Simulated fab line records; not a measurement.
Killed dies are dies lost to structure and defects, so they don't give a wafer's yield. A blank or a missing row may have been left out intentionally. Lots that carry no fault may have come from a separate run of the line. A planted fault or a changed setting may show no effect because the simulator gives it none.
Struck lot and sound lot, side by side	flow sfq line	14 steps out of a route of 325
Sound: wafers L535.1, L535.3, L535.5. Struck: wafer L520.4 (L520.2, L520.6, from the same lot, were not struck and are left out); the cause is given at the end.
At each step with rows: each side's tool, then ch and its chambers, then its first start. Under that, the readings that differ: sound wafers	struck wafers	difference of the means	sigmas: that difference in standard deviations of wafers without a fault.
alike: readings whose means differ by less than 2 such deviations, and words and numbers that are the same on both sides. not compared: withheld readings, readings that some wafer has no value for, bounds like >300 that may hide the same value, and numbers for which the record gives no deviation and whose values overlap.
The two part at a step that has a row with sigmas, a row that says differs or no value, or rows on one side only. Numbers that don't overlap but have no deviation are shown without sigmas and don't part them. A reading that every wafer of one side lacks parts them only if that side has two wafers or more.

first, 2 steps without rows for these wafers: SFQ_TRILAYER_C5_STRIP_SOLV_CLEAN_156 (cleans in NMP, time 600 s); SFQ_TRILAYER_M6_DEP_PRE_CLEAN_158 (time 22.5 s).
SFQ_TRILAYER_M6_DEP_SPUTTER_157: material Nb, target thk 200 nm, time 133.3 s.
  sound: pvd sputter-05 at day 80 06:50; struck: pvd sputter-05 at day 70 15:32
reading	sound	struck	difference	sigmas
throttle valve pct (%)	27.9 31.1 31.4	27.8	-2.3	-2
  alike: substrate temp c
SFQ_M6_RS_MEAS_938: a four-point-probe measurement.
  sound: film metro-02 at day 80 06:56; struck: film metro-01 at day 70 15:38
  alike: M6_NB_RS
then, 6 steps without rows for these wafers: SFQ_TRILAYER_M6_LITHO_COAT_164 (resist thk 62 nm); SFQ_TRILAYER_M6_LITHO_COAT_159 (resist thk 600 nm); SFQ_TRILAYER_M6_LITHO_SOFTBAKE_163; SFQ_TRILAYER_M6_LITHO_EXPOSE_160 (exposes mask M6, target cd 500 nm); SFQ_TRILAYER_M6_LITHO_PEB_162 (peb time 60 s); SFQ_TRILAYER_M6_LITHO_DEVELOP_161 (time 60 s).
SFQ_M6_OVL_MEAS_940:
  sound: overlay-02 at day 83 22:02; struck: overlay-02 at day 70 18:11
  alike: M6_OVL
SFQ_TRILAYER_M6_BARC_OPEN_METAL_ETCH_206: etches BARC in O2, target depth 125 nm, time 41.7 s.
  sound on rie metal-01 ch 0,1, day 83 22:04; struck on rie metal-02 ch 0, day 70 18:13
reading	sound	struck	difference	sigmas
oes product au (a.u.)	0.686 0.689 0.679	0.761	+0.076	+17
run length s (s)	71.1 70.5 70.9	64.4	-6.4	-15
model.KrF_of_TRILAYER_M6_LITHO_COAT_159.thk nm (nm)	522.4 523.8 521.7	528.2	+5.6	
  alike: drypump motor current A
  not compared: bias w, rf hours counter h
SFQ_TRILAYER_M6_ETCH_METAL_ETCH_162: etches Nb in Cl2/Ar, stops on SiO2, target depth 240 nm, time 120 s.
  sound on rie metal-01 ch 0,1, day 83 22:07; struck on rie metal-02 ch 0, day 70 18:16
reading	sound	struck	difference	sigmas
model.KrF_of_TRILAYER_M6_LITHO_COAT_159.thk nm (nm)	379.4 383.1 377.4	384.6	+4.6	
  alike: bias w, drypump motor current A, oes product au, run length s
  not compared: rf hours counter h
SFQ_TRILAYER_M6_STRIP_STRIP_163: strips in O2.
  sound on rie metal-01 ch 0,1, day 83 22:15; struck on rie metal-02 ch 0, day 70 18:24
  alike: drypump motor current A, oes product au
  not compared: rf hours counter h

== WHERE THEY PART ==
Last at SFQ_TRILAYER_M6_BARC_OPEN_METAL_ETCH_206 as far as this record goes, first at SFQ_TRILAYER_M6_DEP_SPUTTER_157. Later steps at which nothing parts them and some readings are alike: SFQ_TRILAYER_M6_ETCH_METAL_ETCH_162, SFQ_TRILAYER_M6_STRIP_STRIP_163.

WHY: the cause the simulator had injected
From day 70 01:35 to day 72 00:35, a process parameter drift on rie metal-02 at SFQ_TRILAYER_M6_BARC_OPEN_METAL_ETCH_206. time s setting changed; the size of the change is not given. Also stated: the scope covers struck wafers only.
